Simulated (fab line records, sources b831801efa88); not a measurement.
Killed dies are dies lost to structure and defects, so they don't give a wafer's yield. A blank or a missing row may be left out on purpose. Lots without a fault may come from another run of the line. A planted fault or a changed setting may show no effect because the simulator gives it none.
A struck lot beside a sound one | flow sky130 | 18 steps out of a route of 708
Sound: wafers L877.2, L877.5, L877.6. Struck: wafers L867.1, L867.4, L867.5. The cause comes at the end.
At each step with rows: each side's tool, then ch and its chambers, then its first start. Under that, the readings that differ: sound wafers | struck wafers | difference of the means | sigmas: that difference in standard deviations of wafers without a fault.
alike: readings whose means differ by less than 2 such deviations, and words and numbers that are the same on both sides. not compared: withheld readings, readings that some wafer has no value for, bounds like >300 that may hide the same value, and numbers for which the record gives no deviation and whose values overlap.
The two part at a step that has a row with sigmas, a row that says differs or no value, or rows on one side only. Numbers that don't overlap but have no deviation are shown without sigmas and don't part them. A reading that every wafer of one side lacks parts them only if that side has two wafers or more.

first, 3 steps without rows for these wafers: SKY_VT_ADJUST_NCORE_EXPOSE_04 (exposes mask LVTN COMPLEMENT THIN, target cd 380 nm); SKY_VT_ADJUST_NCORE_PEB_05; SKY_VT_ADJUST_NCORE_DEVELOP_06 (develop time 60 s).
SKY_VT_ADJUST_NCORE_CD_MEAS_07: target cd 380 nm.
  sound on cd_sem-01, day 13 13:06; struck on cd_sem-02, day 10 17:50
  alike: cd_nm
SKY_VT_ADJUST_NCORE_OVL_MEAS_08:
  sound on overlay-01, day 13 13:12; struck on overlay-02, day 10 17:57
  alike: VT_ADJUST_NCORE_OVL
then, 1 step without rows for these wafers: SKY_VT_ADJUST_NCORE_IMPLANT_09.
SKY_VT_ADJUST_NCORE_STRIP_10: strips in O2/N2.
  sound on plasma_asher-01 ch 0,1, day 13 13:23; struck on plasma_asher-02 ch 0,1, day 10 18:08
  reading               | sound             | struck            | difference | sigmas
  oes_product_au (a.u.) | 0.715 0.715 0.707 | 0.724 0.730 0.718 | +0.012     | +2
  alike: drypump_motor_current_A, strip_time_to_endpoint_s
  not compared: rf_hours_counter_h
SKY_VT_ADJUST_NCORE_TW_MEAS_11:
  sound on film_metro-01, day 13 13:29; struck on film_metro-04, day 10 18:14
  reading            | sound             | struck            | difference | sigmas
  VT_ADJUST_NCORE_TW | 216.7 216.5 215.2 | 213.7 211.9 214.0 | -2.9       | -2
then, 4 steps without rows for these wafers: SKY_VT_ADJUST_HVTR_DEHYDRATE_00 (time 60 s); SKY_VT_ADJUST_HVTR_HMDS_01 (prime time 60 s); SKY_VT_ADJUST_HVTR_COAT_02 (resist thk 1140 nm); SKY_VT_ADJUST_HVTR_SOFTBAKE_03 (time 60 s).
SKY_VT_ADJUST_HVTR_EXPOSE_04: exposes mask HVTRM, target cd 380 nm.
  sound on iline_stepper-02 ch 0, day 14 02:34; struck on iline_stepper-01 ch 0, day 11 05:21
  alike: mask
then, 1 step without rows for these wafers: SKY_VT_ADJUST_HVTR_PEB_05.
SKY_VT_ADJUST_HVTR_DEVELOP_06: develop time 57.6 s.
  sound on litho_track-02 ch 0, day 14 15:14; struck on litho_track-02 ch 0, day 11 16:58
  reading                         | sound           | struck            | difference | sigmas
  model.VT_ADJUST_HVTR.cd_nm (nm) | 380.7 382 379.9 | 362.3 369.9 367.1 | -14.4      |
  alike: developer_temp_C, resist_line_temp_C
SKY_VT_ADJUST_HVTR_CD_MEAS_07: target cd 380 nm.
  sound on cd_sem-01, day 14 15:23; struck on cd_sem-01, day 11 17:07
  reading    | sound             | struck            | difference | sigmas
  cd_nm (nm) | 380.9 381.5 380.0 | 362.6 370.1 367.2 | -14.2      | -5
SKY_VT_ADJUST_HVTR_OVL_MEAS_08:
  sound on overlay-01, day 14 15:29; struck on overlay-02, day 11 17:14
  alike: VT_ADJUST_HVTR_OVL
then, 1 step without rows for these wafers: SKY_PAD_OPEN_PROBE_99.

WHERE THEY PART
First at SKY_VT_ADJUST_NCORE_STRIP_10; last, within this record, at SKY_VT_ADJUST_HVTR_CD_MEAS_07. Later steps at which nothing parts them and some readings are alike: SKY_VT_ADJUST_HVTR_OVL_MEAS_08.

WHY: what the simulator had put in
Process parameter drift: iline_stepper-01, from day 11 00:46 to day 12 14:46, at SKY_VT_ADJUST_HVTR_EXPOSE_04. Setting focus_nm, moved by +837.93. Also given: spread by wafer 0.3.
